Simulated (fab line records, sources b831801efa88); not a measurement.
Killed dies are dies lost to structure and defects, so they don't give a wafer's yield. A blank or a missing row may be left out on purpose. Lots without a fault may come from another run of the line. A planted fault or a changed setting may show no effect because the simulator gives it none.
Which tool did it? | flow sky130 | 14 lots, 42 wafers sampled, at 2 steps of a route of 708

WHAT THE GAUGES READ, wafer by wafer
The record holds no reading of a measuring or inspecting step that can be judged against a usual standard deviation.

WHICH TOOL RAN EACH LOT (tool, then ch and the chambers of the sampled wafers, then the start)
lot  | SKY_VIA1_STRIP_16                    | SKY_PAD_OPEN_PROBE_99
L621 | plasma_asher-01 ch 0,1, day 33 21:28 | -
L623 | plasma_asher-04 ch 0,1, day 34 11:23 | -
L624 | plasma_asher-04 ch 0,1, day 35 00:04 | -
L625 | plasma_asher-03 ch 1, day 35 03:22   | -
L627 | plasma_asher-03 ch 0,1, day 36 02:49 | -
L632 | plasma_asher-04 ch 0,1, day 37 13:52 | -
L633 | plasma_asher-04 ch 0,1, day 37 17:16 | -
L636 | plasma_asher-03 ch 0,1, day 38 20:38 | -
L637 | plasma_asher-03 ch 0,1, day 39 03:23 | prober-02, day 49 16:43
L639 | plasma_asher-03 ch 0,1, day 39 14:41 | -
L640 | plasma_asher-03 ch 0,1, day 39 19:38 | -
L642 | plasma_asher-04 ch 0,1, day 40 14:14 | -
L643 | plasma_asher-04 ch 0,1, day 40 20:26 | -
L644 | plasma_asher-04 ch 0,1, day 40 22:43 | -
- SKY_VIA1_STRIP_16: strips in O2/N2.
- SKY_PAD_OPEN_PROBE_99

WHAT THE TOOLS THEMSELVES READ (means of the sampled wafers that have a number; where no wafer has one, the mark that the record gives instead)
SKY_VIA1_STRIP_16. Usual: drypump_motor_current_A 5.8 A, standard deviation 0.65; o2_flow_sccm 3000 sccm, standard deviation 8.6; oes_product_au 0.415 a.u., standard deviation 0.0047; strip_time_to_endpoint_s 4.457 s, standard deviation 0.024.
lot  | tool            | drypump_motor_current_A (A) | o2_flow_sccm (sccm) | oes_product_au (a.u.) | strip_time_to_endpoint_s (s) | flag
L621 | plasma_asher-01 | 6.2                         | 3002                | 0.416                 | 4.439                        |
L623 | plasma_asher-04 | 5.2                         | 2989                | 0.418                 | 4.471                        |
L624 | plasma_asher-04 | 5.2                         | 3010                | 0.419                 | 4.456                        |
L625 | plasma_asher-03 | 5.9                         | 3005                | 0.415                 | 4.476                        |
L627 | plasma_asher-03 | 6.4                         | 3000                | 0.411                 | 4.485                        |
L632 | plasma_asher-04 | 5.1                         | 3202                | 0.418                 | 4.416                        | OFF
L633 | plasma_asher-04 | 5.1                         | 3202                | 0.418                 | 4.449                        | OFF
L636 | plasma_asher-03 | 6.2                         | 3002                | 0.414                 | 4.437                        |
L637 | plasma_asher-03 | 6.2                         | 2997                | 0.414                 | 4.455                        |
L639 | plasma_asher-03 | 6.4                         | 2996                | 0.415                 | 4.465                        |
L640 | plasma_asher-03 | 6.4                         | 3012                | 0.416                 | 4.455                        |
L642 | plasma_asher-04 | 5.2                         | 2996                | 0.416                 | 4.449                        |
L643 | plasma_asher-04 | 5.1                         | 3010                | 0.413                 | 4.450                        |
L644 | plasma_asher-04 | 5.1                         | 2999                | 0.419                 | 4.470                        |

SKY_PAD_OPEN_PROBE_99. Usual: defect_limited_yield 82.8 %, standard deviation 2; killed_at_M0_to_M3 42, standard deviation 7.3; killed_at_M4_up 3.2, standard deviation 1.8; killed_at_contacts 25, standard deviation 5.2; killed_at_front_end 15, standard deviation 4.6; killed_at_other 0.3, standard deviation 0.62; killed_dies 85, standard deviation 9.9; killed_open 46, standard deviation 7.1; killed_short 38, standard deviation 5.7; sort_bin_3_pad_short 0.9 %, standard deviation 0.42; sort_bin_5_function 10.0 %, standard deviation 1.5; sort_bin_6_memory 6.3 %, standard deviation 1.2; sort_n_pass 407, standard deviation 9.9; sort_yield_pct 82.8 %, standard deviation 2.
lot  | tool      | defect_limited_yield (%) | killed_at_M0_to_M3 | killed_at_M4_up | killed_at_contacts | killed_at_front_end | killed_at_other | killed_dies | killed_open | killed_short | sort_bin_3_pad_short (%) | sort_bin_5_function (%) | sort_bin_6_memory (%) | sort_n_pass | sort_yield_pct (%) | flag
L637 | prober-02 | 83.1                     | 44                 | 3.0             | 22                 | 14                  | 0.0             | 83          | 49          | 35           | 0.8                      | 10.7                    | 5.4                   | 409         | 83.1               |

THE ANSWER, worked out from the rows above alone
Rule: a lot is off if the mean of its wafers that have a number lies more than 3 standard deviations from the usual mean. A lot without any number at a reading at which 4 lots or more have one is off too. The other lots that the step has rows for count as sound. The gauges are gone through in route order, then the tools' own readings, and for those a lot's mean is taken as printed above. The first step at which some lot is off is used, and at that step the reading that is off furthest; a lot without a number counts as furthest.
Off: L632, L633, at SKY_VIA1_STRIP_16 (o2_flow_sccm).
A tool fits if, at that step or a process step before it, it ran every lot that is off, and no sound lot after the first of them. None of those tried fits.

WHAT THE SIMULATOR HAD PUT IN
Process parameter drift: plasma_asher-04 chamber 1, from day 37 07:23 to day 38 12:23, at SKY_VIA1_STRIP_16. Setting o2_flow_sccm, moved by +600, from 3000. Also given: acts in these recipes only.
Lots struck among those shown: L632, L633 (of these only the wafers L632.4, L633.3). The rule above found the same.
